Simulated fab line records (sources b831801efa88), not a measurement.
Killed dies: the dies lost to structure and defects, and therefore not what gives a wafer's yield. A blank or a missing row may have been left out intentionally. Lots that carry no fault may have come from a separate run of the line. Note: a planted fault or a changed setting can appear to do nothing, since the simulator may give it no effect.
A struck lot beside a sound one    flow sky130    15 out of 708 route steps
Sound: the wafers L915.1, L915.2, L915.3. Struck: wafer L922.3. (L922.2, L922.4 of the same lot were not struck and are left out.) The cause comes at the end.
Order at every step that has rows: each side's tool, ch and its chambers, its first start. Under that, the readings that differ: sound wafers    struck wafers    difference of the means    sigmas: that difference in standard deviations of wafers without a fault.
alike: readings with means less than 2 such deviations apart, plus words and numbers identical on both sides. not compared: withheld readings, readings lacking a value on some wafer, bounds such as >300 that could conceal the same value, and numbers that have no deviation in the record and whose values overlap.
Wherever a step has rows on one side only, a row that says differs or no value, or a row with sigmas, the two part there. Non-overlapping numbers with no deviation appear without sigmas and do not part them. A reading that every wafer of one side lacks parts them only if that side has two wafers or more.

first, 8 steps without rows for these wafers: SKY_POLY_GATE_DEHYDRATE_05 (time 60 s); SKY_POLY_GATE_HMDS_06 (prime time 60 s); SKY_POLY_GATE_COAT_07 (resist thk 110 nm); SKY_POLY_GATE_COAT_08 (resist thk 450 nm); SKY_POLY_GATE_SOFTBAKE_09 (time 90 s); SKY_POLY_GATE_EXPOSE_10 (exposes mask P1M, target cd 150 nm); SKY_POLY_GATE_PEB_11; SKY_POLY_GATE_DEVELOP_12 (develop time 60 s).
SKY_POLY_GATE_CD_MEAS_13: target cd 150 nm.
  sound on cdSem-01, day 19 08:16; struck on cdSem-02, day 21 04:47
  alike: cdNm
SKY_POLY_GATE_OVL_MEAS_14:
  sound on overlay-02, day 19 08:23; struck on overlay-01, day 21 04:53
  alike: POLY_GATE_OVL
SKY_POLY_GATE_ETCH_15: etches BARC in N2/H2, stops on SiO2, time 118.5 s, target depth 110 nm.
  sound on rieDiel-03 ch 0,1,2, day 19 08:25; struck on rieDiel-01 ch 1, day 21 04:55
reading              sound              struck  difference  sigmas
oesProductAu (a.u.)  0.719 0.715 0.721  0.707   -0.011      -2
rfHoursCounterH (h)  4 1 1              0       -2          
  alike: drypumpMotorCurrentA, h2FlowSccm, runLengthS, throttleValvePct
SKY_POLY_GATE_ETCH_16: etches Si3N4 in CH3F/O2, stops on poly-Si, time 147.5 s, target depth 75 nm.
  sound on rieDiel-03 ch 0,1,2, day 19 08:31; struck on rieDiel-01 ch 1, day 21 05:01
reading              sound  struck  difference  sigmas
rfHoursCounterH (h)  4 1 1  0       -2          
  alike: O2_flow_sccm, drypumpMotorCurrentA, oesProductAu, runLengthS, throttleValvePct
SKY_POLY_GATE_ETCH_17: etches poly-Si in HBr/Cl2, stops on SiO2, target depth 180 nm, time 70.5 s.
  sound on rieSi-02 ch 1,2,3, day 19 08:37; struck on rieSi-01 ch 3, day 21 05:07
reading                                          sound              struck  difference  sigmas
oesProductAu (a.u.)                              0.983 0.976 0.986  0.947   -0.035      -4
runLengthS (s)                                   99.0 98.0 98.6     102.6   +4.1        +8
model.KrF-thick_of_POLY_GATE_COAT_08.thkNm (nm)  142.5 142.2 138    135.1   -5.8        
model.SiO2_of_SONOS_ONO_CVD_04.thkNm (nm)        4.07 4.143 4.051   4.011   -0.077      
  alike: drypumpMotorCurrentA, throttleValvePct
  not compared: rfHoursCounterH
SKY_POLY_GATE_STRIP_18: strips in O2/N2.
  sound on plasmaAsher-02 ch 0,1, day 19 08:40; struck on plasmaAsher-01 ch 1, day 21 05:10
reading                   sound              struck  difference  sigmas
stripTimeToEndpointS (s)  3.203 3.193 3.131  3.115   -0.061      -2
  alike: drypumpMotorCurrentA, oesProductAu
  not compared: rfHoursCounterH
following that, these wafers have no rows for 1 step: SKY_PAD_OPEN_PROBE_99.

WHERE THEY PART
At SKY_POLY_GATE_ETCH_15 first; at SKY_POLY_GATE_STRIP_18 last (within this record only).

WHY: what the simulator had put in
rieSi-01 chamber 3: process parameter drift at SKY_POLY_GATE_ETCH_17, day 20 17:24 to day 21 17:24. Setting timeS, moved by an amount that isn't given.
